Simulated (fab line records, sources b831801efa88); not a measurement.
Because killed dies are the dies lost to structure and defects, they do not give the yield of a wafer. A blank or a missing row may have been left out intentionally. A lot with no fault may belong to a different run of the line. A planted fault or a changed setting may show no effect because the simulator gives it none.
Which of the tools did it? -- flow gf180mcu -- 21 wafers from 7 lots sampled at 2 of the route's 602 steps

WHAT EACH GAUGE READ, for each wafer
GF_V3_BOW_MEAS_05.
lot,measured,on,V3_BOW (um)
L235,day 21 22:04,filmMetro-03,119 114 122
L239,day 23 09:18,filmMetro-01,116 119 131
L240,day 23 16:11,filmMetro-01,112 105 107
L249,day 27 00:29,filmMetro-03,131 133 126
L251,day 27 11:02,filmMetro-01,117 117 124
L255,day 28 10:57,filmMetro-01,107 116 108
L257,day 28 22:00,filmMetro-03,122 109 108

WHICH TOOL RAN EACH LOT (tool, then ch and the chambers of the sampled wafers, then the start)
lot,GF_V3_CMP_04
L235,"cmp-02 ch 0,1, day 21 21:45"
L239,"cmp-02 ch 0,1,2, day 23 09:00"
L240,"cmp-02 ch 1,2,3, day 23 15:58"
L249,"cmp-01 ch 0,3, day 27 00:10"
L251,"cmp-01 ch 0,1, day 27 10:43"
L255,"cmp-01 ch 0,1,3, day 28 10:41"
L257,"cmp-02 ch 1,2,3, day 28 21:50"
- GF_V3_CMP_04: polishes SiO2.

THE ANSWER, worked out from the rows above alone
Rule: the lots themselves supply what counts as usual. Put in order of their means at a reading, lots are off if they are a third of the lots or fewer, leave a main group of 4 or more, and stand apart from it by a gap of 3 or more times the standard deviation of the main group's means; of several such gaps the widest counts. A main group whose means are all the same, to the digits that the tables above print for the reading, isn't used. A lot without any number at a reading at which 4 lots or more have one is off too. Any other lot the step has rows for is counted as sound.
Across all readings shown, no lot is off: no conclusion can be drawn from this.

WHAT HAD BEEN PUT IN BY THE SIMULATOR
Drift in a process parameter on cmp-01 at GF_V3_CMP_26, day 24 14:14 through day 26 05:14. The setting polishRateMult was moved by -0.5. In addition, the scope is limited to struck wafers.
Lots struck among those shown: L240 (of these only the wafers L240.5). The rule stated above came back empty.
